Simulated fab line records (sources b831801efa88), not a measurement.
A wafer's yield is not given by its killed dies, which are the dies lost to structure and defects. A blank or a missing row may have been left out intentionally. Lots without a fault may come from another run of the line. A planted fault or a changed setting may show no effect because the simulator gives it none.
fab line records ; flow sky130
record lots=13; wafers=39; lastDay=50
route steps=708 shown METAL2@500 VIA2@508
lots with no fault: from the same line, run without faults
startH: start of the lot's first displayed wafer, in hours after the record's first day ; waitH: hours elapsed since this lot's preceding step ; " the same as in the row above ; L1.1+2: one row covering several wafers at once ; - no value present, or no start provided ; * or withheld: withheld ; < > ~ a bound
route shown NAME@n: NAME is a module with steps in the file, n the number in the route of the first one ; usual: the fault-free wafers' mean and standard deviation ; same: alike in all rows ; chamber/n: place in a boat ; sites: each site's reading ; _std_site: how widely they spread, as a standard deviation ; _edge_site: the outer-site mean with the inner-site mean subtracted ; radiusMm: for every site, how far away it sits from the centre of the wafer ; mask NAME#n: copy n ; behind: the tool/chamber that last shaped the wafer ; hold: why the lot went on hold/how many hours it stayed there/how the hold came to an end ; device: whichever transistor did not switch (one of n, p or np) ; end of line: the tests these same wafers got at the end of their route ; for a step that has no rows: nothing shown but its recipe ; killed: count of dies lost to structure and defects at first sort (not the wafer's yield) ; map: per-die view of a wafer (x killed, . not killed, _ where there is no die)
set.NAME: the setting as run; set.NAME@STEP: as run at that earlier step ; model.NAME: the simulator's own value behind a step, which no gauge read
steps of the route over a sample of lots; a table a step, a row a wafer
services: when a tool's chamber went out of use (startH, in hours from the record's first day, below 0 if earlier), for how many hours, and the reason
## steps
# step SKY_METAL2_DESCUM_17
# recipe chemistry=O2; sourcePowerW=150; biasPowerW=0; pressureMtorr=10; tempC=40; timeS=8
# usual drypumpMotorCurrentA=5.9/0.56; oesProductAu=1.004/0.012
lot.wafer;tool;chamber;startH;waitH;drypumpMotorCurrentA;oesProductAu;rfHoursCounterH
L132.2;rieMetal-04;0;826.01;0.0;5.0;1.017;8
L132.3;rieMetal-04;1;826.01;0.0;6.5;0.987;-
L132.6;rieMetal-04;1;826.01;0.0;6.5;0.998;-
L133.1;rieMetal-04;1;848.46;0.0;6.5;0.987;2
L133.2;rieMetal-04;0;848.46;0.0;5.0;1.020;8
L133.6;rieMetal-04;1;848.46;0.0;6.5;0.999;-
L135.1;rieMetal-04;1;856.03;0.0;6.6;0.992;3
L135.2;rieMetal-04;0;856.03;0.0;5.0;1.001;9
L135.3;rieMetal-04;1;856.03;0.0;6.5;0.999;-
L137.3;rieMetal-02;1;879.33;0.0;5.9;1.012;-
L137.4;rieMetal-02;0;879.33;0.0;6.2;1.005;-
L137.5;rieMetal-02;0;879.33;0.0;6.3;1.010;-
L138.3;rieMetal-04;0;879.68;0.0;5.0;0.991;-
L138.4;rieMetal-04;1;879.68;0.0;6.5;0.983;-
L138.6;rieMetal-04;0;879.68;0.0;5.0;0.994;-
L139.1;rieMetal-02;1;885.33;0.0;5.9;1.008;6
L139.2;rieMetal-02;1;885.33;0.0;5.9;1.018;-
L139.3;rieMetal-02;1;885.33;0.0;5.9;1.006;-
L140.1;rieMetal-02;1;902.08;0.0;5.9;1.014;7
L140.3;rieMetal-02;1;902.08;0.0;5.9;1.004;-
L140.6;rieMetal-02;1;902.08;0.0;5.9;1.001;-
L146.1;rieMetal-02;0;954.23;0.0;6.2;1.011;2
L146.2;rieMetal-02;1;954.23;0.0;5.9;1.007;10
L146.5;rieMetal-02;0;954.23;0.0;6.2;1.017;-
L148.1;rieMetal-02;0;956.13;0.0;6.2;1.014;2
L148.2;rieMetal-02;1;956.13;0.0;5.9;1.010;10
L148.5;rieMetal-02;1;956.13;0.0;5.9;1.012;-
L149.1;rieMetal-02;1;961.58;0.0;5.9;1.004;11
L149.4;rieMetal-02;1;961.58;0.0;5.9;1.002;-
L149.5;rieMetal-02;1;961.58;0.0;5.9;1.017;-
L153.3;rieMetal-02;0;980.42;0.0;6.2;1.007;-
L153.4;rieMetal-02;1;980.42;0.0;5.9;1.007;-
L153.5;rieMetal-02;0;980.42;0.0;6.2;1.008;-
L152.2;rieMetal-02;1;981.06;0.0;5.9;1.001;12
L152.3;rieMetal-02;0;981.06;0.0;6.2;1.022;-
L152.4;rieMetal-02;1;981.06;0.0;5.9;1.005;-
L154.1;rieMetal-03;1;985.78;0.0;6.0;0.998;18
L154.2;rieMetal-03;0;985.78;0.0;5.8;0.988;12
L154.5;rieMetal-03;0;985.78;0.0;5.8;0.996;-
# step SKY_METAL2_METAL_ETCH_19
# recipe targetDepthA=3600; stopOn=SiO2; overEtchFrac=0.3; timeS=78; chemistry=Cl2/BCl3; resistSidewallDeg=88; pressureMtorr=10; icpW=900; biasW=48.5; Cl2_flow_sccm=60; bcl3FlowSccm=30
# usual biasW=48.53/0.15; drypumpMotorCurrentA=5.9/0.56; oesProductAu=0.856/0.0057; throttleValvePct=22.265/0.0094
lot.wafer;tool;chamber;startH;waitH;biasW;drypumpMotorCurrentA;oesProductAu;rfHoursCounterH;throttleValvePct
L132.2;rieMetal-04;0;826.10;0.0;48.96;5.0;0.863;8;22.260
L132.3;rieMetal-04;1;826.10;0.0;48.44;6.6;0.856;-;22.275
L132.6;rieMetal-04;1;826.10;0.0;48.59;6.6;0.855;-;22.263
L133.1;rieMetal-04;1;848.55;0.0;48.54;6.5;0.860;2;22.260
L133.2;rieMetal-04;0;848.55;0.0;48.45;5.0;0.865;8;22.259
L133.6;rieMetal-04;1;848.55;0.0;48.61;6.5;0.867;-;22.268
L135.1;rieMetal-04;1;856.12;0.0;48.48;6.5;0.849;3;22.272
L135.2;rieMetal-04;0;856.12;0.0;48.50;5.0;0.848;9;22.282
L135.3;rieMetal-04;1;856.12;0.0;48.28;6.5;0.865;-;22.274
L137.3;rieMetal-02;1;879.44;0.1;48.38;5.9;0.850;-;22.274
L137.4;rieMetal-02;0;879.44;0.1;48.28;6.3;0.857;-;22.266
L137.5;rieMetal-02;0;879.44;0.1;48.62;6.3;0.854;-;22.259
L138.3;rieMetal-04;0;879.79;0.1;48.45;5.0;0.844;-;22.269
L138.4;rieMetal-04;1;879.79;0.1;48.92;6.5;0.850;-;22.270
L138.6;rieMetal-04;0;879.79;0.1;48.65;5.0;0.849;-;22.272
L139.1;rieMetal-02;1;885.52;0.1;48.65;5.9;0.862;6;22.274
L139.2;rieMetal-02;1;885.52;0.1;48.69;5.9;0.846;-;22.270
L139.3;rieMetal-02;1;885.52;0.1;48.56;5.9;0.853;-;22.272
L140.1;rieMetal-02;1;902.27;0.1;48.51;5.9;0.860;7;22.263
L140.3;rieMetal-02;1;902.27;0.1;48.54;5.9;0.858;-;22.272
L140.6;rieMetal-02;1;902.27;0.1;48.80;5.9;0.862;-;22.269
L146.1;rieMetal-02;0;954.32;0.0;48.74;6.2;0.862;2;22.273
L146.2;rieMetal-02;1;954.32;0.0;48.49;5.9;0.853;10;22.263
L146.5;rieMetal-02;0;954.32;0.0;48.68;6.2;0.867;-;22.259
L148.1;rieMetal-02;0;956.22;0.0;48.35;6.3;0.849;2;22.257
L148.2;rieMetal-02;1;956.22;0.0;48.54;5.9;0.855;10;22.279
L148.5;rieMetal-02;1;956.22;0.0;48.27;5.9;0.861;-;22.257
L149.1;rieMetal-02;1;961.67;0.0;48.58;5.9;0.853;11;22.279
L149.4;rieMetal-02;1;961.67;0.0;48.45;5.9;0.854;-;22.264
L149.5;rieMetal-02;1;961.67;0.0;48.46;5.9;0.843;-;22.266
L153.3;rieMetal-02;0;980.53;0.1;48.49;6.2;0.864;-;22.263
L153.4;rieMetal-02;1;980.53;0.1;48.30;5.9;0.857;-;22.268
L153.5;rieMetal-02;0;980.53;0.1;48.59;6.2;0.864;-;22.265
L152.2;rieMetal-02;1;981.15;0.0;48.55;5.9;0.855;12;22.277
L152.3;rieMetal-02;0;981.15;0.0;48.51;6.2;0.861;-;22.252
L152.4;rieMetal-02;1;981.15;0.0;48.49;5.9;0.851;-;22.252
L154.1;rieMetal-03;1;985.87;0.0;48.53;6.0;0.855;19;22.266
L154.2;rieMetal-03;0;985.87;0.0;48.39;5.8;0.853;12;22.270
L154.5;rieMetal-03;0;985.87;0.0;48.54;5.8;0.853;-;22.255
# step SKY_METAL2_STRIP_20
# recipe chemistry=O2/N2; powerW=1400; pressureMtorr=1500; platenTempC=withheld; o2FlowSccm=3000; n2FlowSccm=300; overashFraction=0.5
# usual drypumpMotorCurrentA=5.8/0.45; oesProductAu=0.343/0.0052; stripTimeToEndpointS=2.70/0.048
# same overashFraction=0.5
lot.wafer;tool;chamber;startH;waitH;drypumpMotorCurrentA;oesProductAu;rfHoursCounterH;stripTimeToEndpointS
L132.2;plasmaAsher-03;0;826.19;0.1;6.2;0.350;103;2.70
L132.3;plasmaAsher-03;1;826.19;0.1;6.3;0.348;-;2.78
L132.6;plasmaAsher-03;0;826.19;0.1;6.2;0.345;-;2.74
L133.1;plasmaAsher-04;1;848.64;0.1;5.6;0.342;9;2.73
L133.2;plasmaAsher-04;0;848.64;0.1;6.0;0.328;9;2.65
L133.6;plasmaAsher-04;0;848.64;0.1;6.0;0.343;-;2.75
L135.1;plasmaAsher-01;0;856.21;0.1;4.9;0.342;74;2.75
L135.2;plasmaAsher-01;1;856.21;0.1;5.4;0.352;74;2.70
L135.3;plasmaAsher-01;1;856.21;0.1;5.4;0.348;-;2.76
L137.3;plasmaAsher-03;0;879.53;0.1;6.2;0.345;-;2.70
L137.4;plasmaAsher-03;1;879.53;0.1;6.3;0.334;-;2.63
L137.5;plasmaAsher-03;0;879.53;0.1;6.1;0.344;-;2.62
L138.3;plasmaAsher-01;0;879.88;0.1;4.9;0.369;-;3.35
L138.4;plasmaAsher-01;1;879.88;0.1;5.4;0.342;-;2.74
L138.6;plasmaAsher-01;0;879.88;0.1;4.9;0.342;-;2.74
L139.1;plasmaAsher-03;0;885.70;0.1;6.2;0.339;109;2.63
L139.2;plasmaAsher-03;1;885.70;0.1;6.3;0.338;109;2.65
L139.3;plasmaAsher-03;1;885.70;0.1;6.3;0.337;-;2.65
L140.1;plasmaAsher-03;1;902.45;0.1;6.3;0.346;110;2.70
L140.3;plasmaAsher-03;1;902.45;0.1;6.3;0.341;-;2.71
L140.6;plasmaAsher-03;0;902.45;0.1;6.1;0.340;-;2.73
L146.1;plasmaAsher-01;1;954.41;0.1;5.4;0.349;84;2.64
L146.2;plasmaAsher-01;0;954.41;0.1;5.0;0.342;84;2.69
L146.5;plasmaAsher-01;0;954.41;0.1;5.0;0.341;-;2.60
L148.1;plasmaAsher-04;0;956.31;0.1;6.0;0.339;19;2.63
L148.2;plasmaAsher-04;1;956.31;0.1;5.5;0.345;19;2.68
L148.5;plasmaAsher-04;1;956.31;0.1;5.6;0.344;-;2.66
L149.1;plasmaAsher-01;1;961.76;0.1;5.4;0.341;85;2.66
L149.4;plasmaAsher-01;1;961.76;0.1;5.4;0.347;-;2.68
L149.5;plasmaAsher-01;1;961.76;0.1;5.4;0.338;-;2.68
L153.3;plasmaAsher-04;0;980.63;0.1;6.0;0.333;-;2.67
L153.4;plasmaAsher-04;1;980.63;0.1;5.6;0.351;-;2.72
L153.5;plasmaAsher-04;1;980.63;0.1;5.6;0.333;-;2.66
L152.2;plasmaAsher-03;0;981.24;0.1;6.1;0.343;118;2.69
L152.3;plasmaAsher-03;1;981.24;0.1;6.3;0.337;-;2.64
L152.4;plasmaAsher-03;0;981.24;0.1;6.1;0.343;-;2.69
L154.1;plasmaAsher-04;1;985.96;0.1;5.5;0.345;23;2.75
L154.2;plasmaAsher-04;0;985.96;0.1;6.0;0.337;23;2.75
L154.5;plasmaAsher-04;1;985.96;0.1;5.6;0.352;-;2.74
# step SKY_VIA2_THK_MEAS_01
# recipe reads=SiO2_of_VIA2_HDPCVD_00
# usual VIA2_HDPCVD_THK=1176/17
lot.wafer;tool;chamber;startH;waitH;VIA2_HDPCVD_THK[nm]
L132.2;filmMetro-04;-;826.96;0.1;1179
L132.3;filmMetro-04;-;826.96;0.1;1193
L132.6;filmMetro-04;-;826.96;0.1;1198
L133.1;filmMetro-02;-;849.36;0.1;1177
L133.2;filmMetro-02;-;849.36;0.1;1158
L133.6;filmMetro-02;-;849.36;0.1;1185
L135.1;filmMetro-04;-;857.13;0.1;1188
L135.2;filmMetro-04;-;857.13;0.1;1196
L135.3;filmMetro-04;-;857.13;0.1;1155
L137.3;filmMetro-02;-;880.28;0.1;1172
L137.4;filmMetro-02;-;880.28;0.1;1176
L137.5;filmMetro-02;-;880.28;0.1;1163
L138.4;filmMetro-02;-;880.64;0.0;1170
L138.6;filmMetro-02;-;880.64;0.0;1150
L139.1;filmMetro-01;-;886.42;0.1;1158
L139.2;filmMetro-01;-;886.42;0.1;1186
L139.3;filmMetro-01;-;886.42;0.1;1171
L140.1;filmMetro-04;-;903.58;0.1;1154
L140.3;filmMetro-04;-;903.58;0.1;1202
L140.6;filmMetro-04;-;903.58;0.1;1162
L146.1;filmMetro-04;-;955.24;0.1;1181
L146.2;filmMetro-04;-;955.24;0.1;1163
L146.5;filmMetro-04;-;955.24;0.1;1165
L148.1;filmMetro-01;-;957.15;0.1;1178
L148.2;filmMetro-01;-;957.15;0.1;1157
L148.5;filmMetro-01;-;957.15;0.1;1168
L149.1;filmMetro-04;-;962.52;0.1;1151
L149.4;filmMetro-04;-;962.52;0.1;1197
L149.5;filmMetro-04;-;962.52;0.1;1170
L153.3;filmMetro-02;-;981.83;0.1;1166
L153.4;filmMetro-02;-;981.83;0.1;1140
L153.5;filmMetro-02;-;981.83;0.1;1153
L152.2;filmMetro-04;-;981.97;0.1;1184
L152.3;filmMetro-04;-;981.97;0.1;1151
L152.4;filmMetro-04;-;981.97;0.1;1180
L154.1;filmMetro-02;-;986.82;0.1;1178
L154.2;filmMetro-02;-;986.82;0.1;1196
L154.5;filmMetro-02;-;986.82;0.1;1190
# step SKY_VIA2_SPUTTER_20
# recipe material=TiN; targetThkNm=20; chamberPressurePa=5; powerW=4096; timeS=80
# usual throttleValvePct=29.6/1.2
lot.wafer;tool;chamber;startH;waitH;throttleValvePct
L132.2;pvdSputter-03;-;853.40;0.0;29.5
L132.3;pvdSputter-03;-;853.40;0.0;30.0
L132.6;pvdSputter-03;-;853.40;0.0;28.0
L133.1;pvdSputter-04;-;876.33;0.0;29.1
L133.2;pvdSputter-04;-;876.33;0.0;31.4
L133.6;pvdSputter-04;-;876.33;0.0;31.2
L135.1;pvdSputter-03;-;884.99;0.0;27.9
L135.2;pvdSputter-03;-;884.99;0.0;28.6
L135.3;pvdSputter-03;-;884.99;0.0;30.3
L137.3;pvdSputter-04;-;906.83;0.0;30.5
L137.4;pvdSputter-04;-;906.83;0.0;31.4
L137.5;pvdSputter-04;-;906.83;0.0;28.4
L138.4;pvdSputter-04;-;907.59;0.0;30.5
L138.6;pvdSputter-04;-;907.59;0.0;30.4
L139.1;pvdSputter-04;-;913.29;0.0;31.3
L139.2;pvdSputter-04;-;913.29;0.0;28.8
L139.3;pvdSputter-04;-;913.29;0.0;30.2
L140.1;pvdSputter-01;-;929.21;0.0;31.3
L140.3;pvdSputter-01;-;929.21;0.0;28.6
L140.6;pvdSputter-01;-;929.21;0.0;31.0
L146.1;pvdSputter-03;-;980.79;0.0;30.2
L146.2;pvdSputter-03;-;980.79;0.0;28.6
L146.5;pvdSputter-03;-;980.79;0.0;29.9
L148.1;pvdSputter-01;-;982.10;0.0;29.2
L148.2;pvdSputter-01;-;982.10;0.0;31.1
L148.5;pvdSputter-01;-;982.10;0.0;28.6
L149.1;pvdSputter-01;-;987.12;0.0;28.6
L149.4;pvdSputter-01;-;987.12;0.0;29.2
L149.5;pvdSputter-01;-;987.12;0.0;29.3
L153.3;pvdSputter-03;-;1006.11;0.0;28.7
L153.4;pvdSputter-03;-;1006.11;0.0;30.1
L153.5;pvdSputter-03;-;1006.11;0.0;28.1
L152.2;pvdSputter-01;-;1006.64;0.0;28.9
L152.3;pvdSputter-01;-;1006.64;0.0;28.6
L152.4;pvdSputter-01;-;1006.64;0.0;31.4
L154.1;pvdSputter-01;-;1011.16;0.0;31.3
L154.2;pvdSputter-01;-;1011.16;0.0;28.7
L154.5;pvdSputter-01;-;1011.16;0.0;31.4
## services
tool;chamber;startH;hours;kind
pvdSputter-01;-;807.42;6.8;repair
pvdSputter-04;-;825.80;2.9;repair
rieMetal-02;1;827.87;8.8;repair
pvdSputter-04;3;832.59;-;consumableReplace:kit
pvdSputter-04;3;832.59;18.0;scheduledDown
pvdSputter-04;3;832.59;18.0;ventCycle
pvdSputter-01;-;878.72;3.2;repair
rieMetal-02;0;885.18;-;clean
rieMetal-02;0;885.18;21.0;scheduledDown
rieMetal-02;0;885.18;21.0;ventCycle
pvdSputter-03;-;892.38;5.4;repair
pvdSputter-03;2;907.75;-;consumableReplace:kit
pvdSputter-03;2;907.75;18.0;scheduledDown
pvdSputter-03;2;907.75;18.0;ventCycle
pvdSputter-01;-;916.74;4.8;repair
pvdSputter-03;-;928.37;8.4;repair
rieMetal-02;-;936.99;10.0;pm
plasmaAsher-04;-;940.69;14.6;pm
pvdSputter-01;1;941.59;-;consumableReplace:kit
pvdSputter-01;1;941.59;18.0;scheduledDown
pvdSputter-01;1;941.59;18.0;ventCycle
plasmaAsher-01;-;958.07;1.1;repair
rieMetal-03;0;987.79;3.1;repair
## key
firstSign step=SKY_METAL2_STRIP_20; reading=stripTimeToEndpointS; direction=up; sigmas=14; usual=*; struck=*
effect step=SKY_METAL2_STRIP_20; reading=oesProductAu; direction=up; sigmas=5.1; usual=0.343; struck=0.369
metAt SKY_METAL2_METAL_ETCH_19
struckLots L138
struckWafers L138.3
laterRowsLeftOut L138.3
sortLeftOut L138.3
notActingAt SKY_METAL2_DESCUM_17,SKY_VIA2_THK_MEAS_01,SKY_VIA2_SPUTTER_20
onsetBetween 856.12 879.79
fault kind=processParameterDrift; tool=rieMetal-04; chamber=-; onsetH=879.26; steps=SKY_METAL2_METAL_ETCH_19; channel=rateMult; offset=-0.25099; shape=step; endH=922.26; scope=struckWafersOnly
# sortLeftOut: the simulated sort isn't trusted on such a fault, so these wafers' sort isn't shown, and their yield isn't known
# laterRowsLeftOut: the simulator's readings of these wafers behind a module that went badly wrong aren't trusted and aren't shown, but for the sort
